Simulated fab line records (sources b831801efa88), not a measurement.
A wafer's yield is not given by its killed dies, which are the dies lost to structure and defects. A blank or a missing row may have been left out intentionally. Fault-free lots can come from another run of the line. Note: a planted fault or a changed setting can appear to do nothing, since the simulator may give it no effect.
A struck lot beside a sound one | flow sky130 | 37 steps out of a route of 708
Sound: these wafers, L365.1, L365.2, L365.4. The struck wafers were L371.1, L371.2, L371.5. The cause comes at the end.
At each step with rows: each side's tool, then ch and its chambers, then its first start. Under that, the readings that differ: sound wafers | struck wafers | difference of the means | sigmas: that difference in standard deviations of wafers without a fault.
alike: readings whose means differ by less than 2 such deviations, and words and numbers that are the same on both sides. not compared: withheld readings, readings that some wafer has no value for, bounds like >300 that may hide the same value, and numbers for which the record gives no deviation and whose values overlap.
The two part at a step that has a row with sigmas, a row that says differs or no value, or rows on one side only. When numbers do not overlap yet have no deviation, they are printed without sigmas and do not part them. A reading missing from all wafers of one side parts the sides only when that side holds two or more wafers.

first, 10 steps without rows for these wafers: SKY_LDD_LDN_SOFTBAKE_03 (time 60 s); SKY_LDD_LDN_EXPOSE_04 (exposes mask LDNTM, target cd 700 nm); SKY_LDD_LDN_PEB_05; SKY_LDD_LDN_DEVELOP_06 (develop time 60 s); SKY_LDD_LDN_IMPLANT_08; SKY_LDD_LDN_IMPLANT_09; SKY_LDD_LDN_IMPLANT_10; SKY_LDD_LDN_IMPLANT_11; SKY_LDD_LDN_STRIP_12 (strips in O2/N2); SKY_LDD_LDN_CLEAN_14 (cleans in SC1/SC2, time 150 s).
SKY_SPACER_CVD_00: deposits Si3N4 from DCS/NH3, target thk 43.1 nm, time 740 s.
  sound on lpcvd-02 ch 1, day 28 00:45; struck on lpcvd-02 ch 1, day 29 22:38
reading                                 | sound             | struck            | difference | sigmas
model.Si3N4_of_SPACER_CVD_00.thkNm (nm) | 42.06 42.34 42.58 | 39.41 39.45 39.61 | -2.84      | 
  alike: susceptorTempC, zonePowerLowerPct, zonePowerUpperPct
SKY_SPACER_THK_MEAS_01:
  sound on filmMetro-03 at day 28 01:58; struck on filmMetro-01 at day 29 23:50
reading                | sound          | struck         | difference | sigmas
SPACER_CVD_00_THK (nm) | 42.0 42.3 42.6 | 39.4 39.5 39.6 | -2.8       | -6
SKY_SPACER_ETCHBACK_02: etches Si3N4 in CH3F/O2, stops on SiO2, time 46.7 s, target depth 45 nm.
  sound on rieDiel-04 ch 0,2,3, day 28 02:01; struck on rieDiel-04 ch 1,2,3, day 29 23:53
reading                 | sound             | struck            | difference | sigmas
oesProductAu (a.u.)     | 0.844 0.852 0.854 | 0.820 0.818 0.819 | -0.031     | -5
model.etch.depthNm (nm) | 42.06 42.34 42.58 | 39.41 39.45 39.61 | -2.84      | 
  alike: drypumpMotorCurrentA, throttleValvePct
  not compared: rfHoursCounterH
then, 22 steps without rows for these wafers: SKY_POLY_CUT_DEHYDRATE_00 (time 60 s); SKY_POLY_CUT_HMDS_01 (prime time 60 s); SKY_POLY_CUT_COAT_02 (resist thk 60 nm); SKY_POLY_CUT_COAT_03 (resist thk 450 nm); SKY_POLY_CUT_SOFTBAKE_04 (time 90 s); SKY_POLY_CUT_EXPOSE_05 (exposes mask NPCM, target cd 270 nm); SKY_POLY_CUT_PEB_06; SKY_POLY_CUT_DEVELOP_07 (develop time 60 s); SKY_POLY_CUT_ETCH_10 (etches BARC in N2/H2, stops on SiO2, time 45.9 s, target depth 60 nm); SKY_POLY_CUT_ETCH_11 (etches Si3N4 in CF4/CH2F2/Ar, stops on poly-Si, time 42.5 s, target depth 60 nm); SKY_POLY_CUT_STRIP_12 (strips in O2/N2); SKY_SD_P_DEHYDRATE_00 (time 60 s); SKY_SD_P_HMDS_01 (prime time 60 s); SKY_SD_P_COAT_02 (resist thk 1140 nm); SKY_SD_P_SOFTBAKE_03 (time 60 s); SKY_SD_P_EXPOSE_04 (exposes mask PSDM, target cd 380 nm); SKY_SD_P_PEB_05; SKY_SD_P_DEVELOP_06 (develop time 60 s); SKY_SD_P_IMPLANT_09; SKY_SD_P_STRIP_10 (strips in O2/N2); SKY_RES_XHIGH_DEHYDRATE_00 (time 60 s); SKY_RES_XHIGH_HMDS_01 (prime time 60 s).
-- the record jumps here: 5 days lie between the struck wafers' starts before and after (it left off in module RES_XHIGH and takes up again in module SALICIDE, whose first step shown is number 361 of the route) --
SKY_SALICIDE_CLEAN_00: cleans in HF-last, time 30 s.
  sound on wetBench-03 ch 2, day 32 20:04; struck on wetBench-04 ch 0, day 34 12:02
reading                                 | sound            | struck            | difference | sigmas
model.Si3N4_of_SPACER_CVD_00.thkNm (nm) | 41.09 41.36 41.6 | 38.43 38.46 38.62 | -2.85      | 
-- the record jumps here: 16 days lie between the struck wafers' starts before and after (it left off in module SALICIDE and takes up again in module PAD_OPEN, whose first step shown is number 708 of the route) --
SKY_PAD_OPEN_PROBE_99:
  sound on prober-01 at day 49 08:21; struck on prober-01 at day 50 09:23
reading                               | sound             | struck               | difference | sigmas
model.etest.pfet_01v8.rOnOhmUm        | 2979 2905 2916    | 2785 2809 2858       | -116       | 
model.etest.pfet_01v8.driveUaUm       | 186.9 191.3 189.2 | 202.3 198.8 196.1    | +9.9       | 
model.etest.pfet_01v8_hvt.driveUaUm   | 138.3 141.1 140   | 150.7 148.7 146.4    | +8.8       | 
model.etest.pfet_01v8_hvt.offLog10AUm | -13.24 -13 -13.14 | -12.63 -12.58 -12.83 | +0.45      | 
  alike: killed_at_M0_to_M3, killed_at_M4_up, killedAtContacts, killedAtFrontEnd, killedAtOther, killedDies, killedOpen, killedShort
  not compared: model.etest.sonosUncharged.rOnOhmUm

## WHERE THEY PART
Earliest at SKY_SPACER_THK_MEAS_01; latest, in this record, at SKY_SPACER_ETCHBACK_02. Later steps at which nothing parts them and some readings are alike: SKY_PAD_OPEN_PROBE_99.

WHY: what had been put in by the simulator
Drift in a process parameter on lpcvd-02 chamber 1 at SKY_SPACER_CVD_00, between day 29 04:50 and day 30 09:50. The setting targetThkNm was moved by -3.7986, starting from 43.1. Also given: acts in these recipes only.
